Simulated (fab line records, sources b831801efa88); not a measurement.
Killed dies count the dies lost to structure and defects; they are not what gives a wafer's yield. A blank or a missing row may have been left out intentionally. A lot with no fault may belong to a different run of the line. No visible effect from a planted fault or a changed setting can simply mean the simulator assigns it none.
Chamber matching	flow sky130	4 sister chambers for SKY_VIA2_ETCH_14 on rie_diel-01
The step etches BARC in N2/H2, stops on SiO2, time 45.9 s, target depth 60 nm. 22 wafers are shown with their chamber, then 11 later ones without.

WAFERS, EACH WITH ITS CHAMBER
wafer	chamber	drypump_motor_current_A (A)	h2_flow_sccm (sccm)	oes_product_au (a.u.)
L075.1	3	5.3	199.8	0.851
L075.3	0	5.9	200.0	0.861
L075.4	2	4.8	200.7	0.848
L078.1	0	5.9	199.8	0.865
L078.4	1	6.6	200.7	0.855
L078.6	0	5.9	200.0	0.859
L080.3	3	5.3	199.3	0.854
L080.5	0	5.9	200.0	0.852
L080.6	3	5.2	199.5	0.849
L081.3	2	4.8	199.4	0.851
L081.4	3	5.3	198.8	0.851
L081.6	2	4.8	200.3	0.856
L084.2	0	5.9	199.3	0.861
L084.3	2	4.8	200.3	0.861
L084.6	0	5.9	199.5	0.855
L087.1	1	6.6	199.9	0.859
L087.2	0	5.9	199.5	0.854
L087.5	2	4.8	200.1	0.852
L090.2	1	6.6	199.9	0.861
L090.4	2	4.8	200.4	0.860
L090.5	3	5.2	199.0	0.858
L091.1	3	5.3	200.2	0.855

SIGNATURES, as means of the wafers listed above
reading	chamber 0	chamber 1	chamber 2	chamber 3	scatter within a chamber
drypump_motor_current_A	5.900	6.600	4.800	5.267	0.0272
h2_flow_sccm	199.729	200.167	200.200	199.433	0.424
oes_product_au	0.85814	0.85833	0.85467	0.85300	0.00433
Rule: a wafer's distance from a chamber is the root of the sum, over the readings, of the square of ((its reading less the chamber's mean) divided by the reading's scatter). If the next closest chamber is less than 2 further off than the closest, the wafer can't be placed; otherwise it belongs to the closest. The scatter is the square root of a quotient: the sum, over the shown wafers, of each reading's squared deviation from its chamber's mean, divided by wafers minus chambers.

WAFERS WITH NO CHAMBER GIVEN
wafer	drypump_motor_current_A (A)	h2_flow_sccm (sccm)	oes_product_au (a.u.)
L091.2	6.0	201.2	0.854
L091.5	4.8	200.6	0.851
L094.1	4.8	200.0	0.849
L094.2	5.9	200.0	0.857
L094.3	5.3	200.4	0.853
L096.3	5.9	199.5	0.856
L096.5	5.9	200.0	0.856
L096.6	6.6	200.1	0.858
L097.2	5.9	200.7	0.852
L097.3	4.8	200.2	0.852
L097.6	4.8	199.3	0.846

CHAMBER TAKEN BY EACH
wafer	from the rows above	in truth
L091.2	0	0
L091.5	2	2
L094.1	2	2
L094.2	0	0
L094.3	3	3
L096.3	0	0
L096.5	0	0
L096.6	1	1
L097.2	0	0
L097.3	2	2
L097.6	2	2
Correctly placed: 11 of 11. Not placeable from these rows: 0. Wrongly placed: 0.
